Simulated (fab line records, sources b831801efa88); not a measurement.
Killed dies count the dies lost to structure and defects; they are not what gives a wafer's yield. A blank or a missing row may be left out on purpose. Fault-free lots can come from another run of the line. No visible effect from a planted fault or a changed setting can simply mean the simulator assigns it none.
One fault seen from 2 desks | flow sky130 | each desk has only its own numbers; what lay behind them comes last

METROLOGY DESK
What the gauges read, lot by lot, whatever tool the lot ran on: means of the sampled wafers that have a number. Any lot whose mean is over 4 standard deviations away from the usual mean is out of limits and marked OUT; that distance is given in the brackets.
Columns: A = PASSIVATION_CVD_02_THK at SKY_PASSIVATION_THK_MEAS_03, usual 540 nm
lot  | first seen here | A
L506 | day 44 02:28    | 531
L507 | day 44 12:22    | 544
L508 | day 44 16:27    | 535
L509 | day 44 18:20    | 547
L511 | day 45 13:52    | 536
L515 | day 46 13:10    | 544
L517 | day 46 19:50    | 541
L521 | day 48 02:57    | 546
L523 | day 48 10:13    | 541
L524 | day 48 10:26    | 542
L527 | day 49 12:12    | 538
L528 | day 49 13:37    | 543
This desk's verdict: no lot among the 12 shows anything out of limits.

THE TOOL OWNER'S DESK: pvd-sputter-02
The tool's own readings at SKY_METAL3_SPUTTER_00 (material Ti, target thk 15 nm, time 10 s): means of the sampled wafers that have a number, for each lot that ran on this tool. Any lot whose mean is over 4 standard deviations away from the usual mean is out of limits and marked OUT; that distance is given in the brackets.
Columns: A = throttle-valve-pct at SKY_METAL3_SPUTTER_00, usual 30.0 %
lot  | first seen here | A
L506 | day 36 15:32    | 31.0
L508 | day 37 07:36    | 32.1
L515 | day 39 09:07    | 29.2
L517 | day 39 21:55    | 30.7
L527 | day 43 05:01    | 30.0
This desk's verdict: no lot among the 5 shows anything out of limits.

PUT TOGETHER
Nothing out of limits was seen by the metrology desk.
Nothing out of limits was seen by the tool owner's desk.

WHAT HAD BEEN PUT IN BY THE SIMULATOR
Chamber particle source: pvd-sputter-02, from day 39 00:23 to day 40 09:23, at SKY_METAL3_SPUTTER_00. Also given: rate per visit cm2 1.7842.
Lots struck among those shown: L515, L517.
